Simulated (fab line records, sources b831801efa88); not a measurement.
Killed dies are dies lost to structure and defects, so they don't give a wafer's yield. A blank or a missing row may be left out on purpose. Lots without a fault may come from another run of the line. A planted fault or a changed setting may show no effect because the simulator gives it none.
Which tool did it? | flow gf180mcu | 14 lots, 42 wafers sampled, at 5 steps of a route of 602

WHAT THE GAUGES READ, wafer by wafer
GF_HV_LDD_CD_MEAS_31: target cd 400 nm. Usual: cd_nm 399.8 nm, standard deviation 2.3.
lot  | measured     | on        | cd_nm (nm)        | flag
L912 | day 12 08:25 | cd_sem-02 | 400.3 401.6 397.1 |
L913 | day 12 12:28 | cd_sem-02 | 401.4 399.0 401.8 |
L914 | day 13 00:44 | cd_sem-01 | 400.9 398.3 402.9 |
L915 | day 13 03:46 | cd_sem-02 | 397.2 401.0 400.4 |
L917 | day 13 15:37 | cd_sem-02 | 395.6 398.0 397.3 |
L918 | day 14 02:25 | cd_sem-01 | 397.4 397.8 397.9 |
L922 | day 15 11:14 | cd_sem-01 | 401.3 399.4 402.3 |
L923 | day 15 21:20 | cd_sem-02 | 399.2 401.0 401.2 |
L925 | day 16 10:59 | cd_sem-01 | 398.2 396.5 396.6 |
L927 | day 17 01:46 | cd_sem-01 | 396.9 400.3 400.1 |
L928 | day 17 12:49 | cd_sem-01 | 400.1 401.8 399.5 |
L929 | day 17 17:17 | cd_sem-01 | 404.0 402.5 405.0 |
L932 | day 18 14:11 | cd_sem-02 | 397.8 399.8 402.9 |
L933 | day 19 02:28 | cd_sem-01 | 399.0 398.0 399.4 |

GF_HV_LDD_THK_MEAS_57. Usual: HV_LDD_CVD_56_THK 89.8 nm, standard deviation 1.
lot  | measured     | on            | HV_LDD_CVD_56_THK (nm) | flag
L912 | day 13 07:54 | film_metro-04 | 88.7 89.2 88.8         |
L913 | day 13 11:54 | film_metro-01 | 90.1 89.7 90.7         |
L914 | day 14 00:19 | film_metro-03 | 88.9 89.3 88.3         |
L915 | day 14 06:13 | film_metro-01 | 91.9 91.9 91.8         |
L917 | day 14 17:10 | film_metro-04 | 89.0 89.4 89.5         |
L918 | day 15 03:07 | film_metro-03 | 91.0 90.4 91.0         |
L922 | day 16 13:18 | film_metro-04 | 89.7 89.9 90.6         |
L923 | day 16 23:06 | film_metro-04 | 88.6 88.7 89.2         |
L925 | day 17 14:22 | film_metro-03 | 90.6 90.0 90.1         |
L927 | day 18 05:41 | film_metro-04 | 90.3 89.1 89.6         |
L928 | day 18 16:59 | film_metro-04 | 91.7 92.3 92.0         |
L929 | day 18 21:05 | film_metro-03 | 88.7 88.9 89.4         |
L932 | day 19 18:12 | film_metro-01 | 88.2 89.4 89.7         |
L933 | day 20 06:03 | film_metro-04 | 92.1 91.7 91.5         |

GF_NSD_CD_MEAS_07: target cd 400 nm. Usual: cd_nm 400.3 nm, standard deviation 2.3.
lot  | measured     | on        | cd_nm (nm)        | flag
L912 | day 14 04:05 | cd_sem-01 | 398.2 398.0 401.2 |
L913 | day 14 08:48 | cd_sem-02 | 401.5 400.4 401.3 |
L914 | day 14 21:10 | cd_sem-02 | 398.9 398.5 398.9 |
L915 | day 15 02:39 | cd_sem-01 | 401.7 399.6 399.2 |
L917 | day 15 15:05 | cd_sem-02 | 402.5 402.1 401.3 |
L918 | day 16 01:59 | cd_sem-02 | 399.1 399.0 401.2 |
L922 | day 17 12:38 | cd_sem-02 | 408.1 408.5 407.3 | OFF
L923 | day 17 21:56 | cd_sem-01 | 396.7 397.8 399.6 |
L925 | day 18 13:44 | cd_sem-01 | 411.5 412.4 408.6 | OFF
L927 | day 19 06:12 | cd_sem-01 | 402.6 400.2 398.0 |
L928 | day 19 17:38 | cd_sem-02 | 401.5 403.0 403.0 |
L929 | day 19 21:02 | cd_sem-01 | 401.9 401.6 400.7 |
L932 | day 20 18:37 | cd_sem-02 | 401.9 401.3 402.4 |
L933 | day 21 06:13 | cd_sem-01 | 397.8 400.5 396.6 |

GF_SAB_OVL_MEAS_10. Usual: SAB_OVL -0.4 nm, standard deviation 1.1.
lot  | measured     | on         | SAB_OVL (nm)   | flag
L912 | day 15 23:40 | overlay-02 | 1.1 -1.4 0.0   |
L913 | day 16 04:39 | overlay-02 | 0.2 -0.2 -0.3  |
L914 | day 16 17:28 | overlay-02 | 0.0 -1.5 1.1   |
L915 | day 17 01:36 | overlay-02 | 0.5 0.0 0.2    |
L917 | day 17 13:15 | overlay-01 | -0.3 -2.2 0.7  |
L918 | day 18 00:57 | overlay-01 | -1.6 0.4 -1.7  |
L922 | day 19 13:32 | overlay-02 | -0.3 -0.4 -1.5 |
L923 | day 20 00:14 | overlay-01 | 0.3 -1.3 -0.7  |
L925 | day 20 14:43 | overlay-02 | 0.1 1.1 -0.4   |
L927 | day 21 08:27 | overlay-01 | -0.6 -1.4 -1.7 |
L928 | day 21 19:26 | overlay-01 | 0.1 -0.2 0.4   |
L929 | day 21 22:09 | overlay-01 | -2.5 0.3 0.6   |
L932 | day 22 19:11 | overlay-01 | -0.9 -1.7 -2.0 |
L933 | day 23 06:24 | overlay-02 | -0.6 0.6 0.4   |

WHICH TOOL RAN EACH LOT (tool, then ch and the chambers of the sampled wafers, then the start)
lot  | GF_NSD_DEVELOP_06
L912 | litho_track-01 ch 0, day 14 03:57
L913 | litho_track-02 ch 0, day 14 08:40
L914 | litho_track-02 ch 0, day 14 21:02
L915 | litho_track-02 ch 0, day 15 02:31
L917 | litho_track-03 ch 0, day 15 14:48
L918 | litho_track-02 ch 0, day 16 01:50
L922 | litho_track-03 ch 0, day 17 12:29
L923 | litho_track-02 ch 0, day 17 21:47
L925 | litho_track-03 ch 0, day 18 13:35
L927 | litho_track-02 ch 0, day 19 06:04
L928 | litho_track-02 ch 0, day 19 17:29
L929 | litho_track-02 ch 0, day 19 20:53
L932 | litho_track-01 ch 0, day 20 18:28
L933 | litho_track-01 ch 0, day 21 06:04
- GF_NSD_DEVELOP_06: develop time 60 s.

WHAT THE TOOLS THEMSELVES READ (means of the sampled wafers that have a number; where no wafer has one, the mark that the record gives instead)
GF_NSD_DEVELOP_06. Usual: exhaust_pa 45.0 Pa, standard deviation 0.84.
lot  | tool           | exhaust_pa (Pa) | flag
L912 | litho_track-01 | 43.9            |
L913 | litho_track-02 | 43.2            |
L914 | litho_track-02 | 43.6            |
L915 | litho_track-02 | 45.5            |
L917 | litho_track-03 | 45.5            |
L918 | litho_track-02 | 45.3            |
L922 | litho_track-03 | 44.8            |
L923 | litho_track-02 | 45.0            |
L925 | litho_track-03 | 44.7            |
L927 | litho_track-02 | 45.9            |
L928 | litho_track-02 | 44.6            |
L929 | litho_track-02 | 45.6            |
L932 | litho_track-01 | 45.2            |
L933 | litho_track-01 | 44.9            |

THE ANSWER, worked out from the rows above alone
Rule: a lot is off if the mean of its wafers that have a number lies more than 3 standard deviations from the usual mean. A lot without any number at a reading at which 4 lots or more have one is off too. The other lots that the step has rows for count as sound. The gauges are gone through in route order, then the tools' own readings, and for those a lot's mean is taken as printed above. The first step at which some lot is off is used, and at that step the reading that is off furthest; a lot without a number counts as furthest.
Off: L922, L925, at GF_NSD_CD_MEAS_07 (cd_nm).
A tool fits if, at a process step before that reading, it ran every lot that is off, and no sound lot after the first of them. The gauges at GF_NSD_CD_MEAS_07 are tried like those tools. One fits: litho_track-03 at GF_NSD_DEVELOP_06. Its last sound lot is L917 (day 15 14:48), its first lot that is off L922 (day 17 12:29): a fault that began between those two fits.

WHAT THE SIMULATOR HAD PUT IN
Process parameter drift: litho_track-03, from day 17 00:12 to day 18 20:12, at GF_NSD_DEVELOP_06. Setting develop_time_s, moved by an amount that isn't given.
Lots struck among those shown: L922, L925. The rule above found the same.
